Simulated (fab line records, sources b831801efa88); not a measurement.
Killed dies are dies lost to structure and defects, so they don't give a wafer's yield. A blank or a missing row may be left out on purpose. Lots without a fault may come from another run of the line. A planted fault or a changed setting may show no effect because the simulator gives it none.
A struck lot beside a sound one | flow sky130 | 16 steps out of a route of 708
Sound: wafers L285.3, L285.4, L285.5. Struck: wafer L300.6. The cause comes at the end.
At each step with rows: each side's tool, then ch and its chambers, then its first start. Under that, the readings that differ: sound wafers | struck wafers | difference of the means | sigmas: that difference in standard deviations of wafers without a fault.
alike: readings whose means differ by less than 2 such deviations, and words and numbers that are the same on both sides. not compared: withheld readings, readings that some wafer has no value for, bounds like >300 that may hide the same value, and numbers for which the record gives no deviation and whose values overlap.
The two part at a step that has a row with sigmas, a row that says differs or no value, or rows on one side only. Numbers that don't overlap but have no deviation are shown without sigmas and don't part them. A reading that every wafer of one side lacks parts them only if that side has two wafers or more.

first, 2 steps without rows for these wafers: SKY_METAL4_PEB_11; SKY_METAL4_DEVELOP_12 (develop time 60 s).
SKY_METAL4_CD_MEAS_13: target cd 300 nm.
  sound on cd_sem-01, day 43 17:34; struck on cd_sem-01, day 47 11:13
  alike: cd_nm
SKY_METAL4_OVL_MEAS_14:
  sound on overlay-02, day 43 17:39; struck on overlay-01, day 47 11:16
  alike: METAL4_OVL
SKY_METAL4_DESCUM_15: chemistry O2, time 8 s.
  sound on rie_metal-02 ch 0,1, day 43 17:41; struck on rie_metal-02 ch 0, day 47 11:17
  alike: drypump_motor_current_A, oes_product_au
  not compared: rf_hours_counter_h
SKY_METAL4_ETCH_16: etches BARC in N2/H2, stops on SiO2, time 88.2 s, target depth 60 nm.
  sound on rie_metal-02 ch 0,1, day 43 17:46; struck on rie_metal-02 ch 0, day 47 11:22
  alike: drypump_motor_current_A, oes_product_au, throttle_valve_pct
  not compared: rf_hours_counter_h
SKY_METAL4_ETCH_17: etches SiO2 in C4F8/O2/Ar, stops on TiN, time 3.9 s, target depth 15 nm.
  sound on rie_diel-04 ch 0,3, day 43 17:51; struck on rie_diel-01 ch 0, day 47 11:25
  alike: oes_product_au
  not compared: rf_hours_counter_h
SKY_METAL4_METAL_ETCH_18: etches the open film in Cl2/BCl3, stops on SiO2, target depth 845 nm, time 183.1 s.
  sound on rie_metal-03 ch 0,1, day 43 17:56; struck on rie_metal-04 ch 0, day 47 11:32
  alike: bcl3_flow_sccm, drypump_motor_current_A, oes_product_au, throttle_valve_pct
  not compared: rf_hours_counter_h
SKY_METAL4_STRIP_19: strips in O2/N2.
  sound on plasma_asher-02 ch 0,1, day 43 18:05; struck on plasma_asher-02 ch 1, day 47 11:40
  alike: drypump_motor_current_A, oes_product_au, strip_time_to_endpoint_s
  not compared: rf_hours_counter_h
then, 3 steps without rows for these wafers: SKY_METAL4_STRIP_20 (strips in post etch residue remover, time 1200 s); SKY_METAL4_CLEAN_21 (cleans in IPA, time 180 s); SKY_METAL4_CLEAN_22 (cleans in O3/DIW).
SKY_VIA4_HDPCVD_00: deposits SiO2, target thk 1750 nm, time 291.7 s.
  sound on hdpcvd-02 ch 1,2, day 43 18:41; struck on hdpcvd-01 ch 2, day 47 12:17
  reading                                  | sound          | struck | difference | sigmas
  model.SiO2_of_VIA4_HDPCVD_00.thk_nm (nm) | 1751 1743 1772 | 3366   | +1611      |
SKY_VIA4_THK_MEAS_01:
  sound on film_metro-02, day 43 18:53; struck on film_metro-02, day 47 12:38
  reading              | sound          | struck | difference | sigmas
  VIA4_HDPCVD_THK (nm) | 1751 1741 1772 | 3365   | +1610      | +95
then, 1 step without rows for these wafers: SKY_VIA4_CMP_02 (polishes SiO2).
-- the record jumps here: 3 days lie between the struck wafers' starts before and after (it left off in module VIA4 and takes up again in module PAD_OPEN, whose first step shown is number 708 of the route) --
SKY_PAD_OPEN_PROBE_99:
  sound on prober-01, day 47 11:50; struck on prober-01, day 50 18:26
  reading                                 | sound                | struck | difference | sigmas
  killed_at_M4_up                         | 4 3 2                | 7      | +4         | +2
  killed_at_other                         | 0 0 1                | 2      | +2         | +2
  model.etest.tip_p.rs_ohm_sq             | 6831 6835 6841       | 3923   | -2913      |
  model.etest.pfet_01v8.r_on_ohm_um       | 2942 2890 2897       | 2722   | -188       |
  model.etest.pfet_01v8.drive_ua_um       | 187.7 192.1 191.5    | 209.7  | +19.3      |
  model.etest.pfet_01v8_hvt.drive_ua_um   | 141.2 144.6 142.7    | 156.5  | +13.7      |
  model.etest.sram_pfet_latch.drive_ua_um | 140.5 144.2 137.4    | 149.9  | +9.2       |
  model.etest.pfet_01v8_mvt.drive_ua_um   | 148.3 150.8 150      | 157.2  | +7.5       |
  model.etest.pfet_01v8_lvt.drive_ua_um   | 172.2 173.7 172.1    | 181.8  | +9.1       |
  model.etest.pfet_01v8.off_log10_a_um    | -9.969 -9.701 -9.515 | -8.596 | +1.132     |
  alike: killed_at_M0_to_M3, killed_at_contacts, killed_at_front_end, killed_dies, killed_open, killed_short

WHERE THEY PART
First at SKY_VIA4_THK_MEAS_01; last, within this record, at SKY_PAD_OPEN_PROBE_99.

WHY: what the simulator had put in
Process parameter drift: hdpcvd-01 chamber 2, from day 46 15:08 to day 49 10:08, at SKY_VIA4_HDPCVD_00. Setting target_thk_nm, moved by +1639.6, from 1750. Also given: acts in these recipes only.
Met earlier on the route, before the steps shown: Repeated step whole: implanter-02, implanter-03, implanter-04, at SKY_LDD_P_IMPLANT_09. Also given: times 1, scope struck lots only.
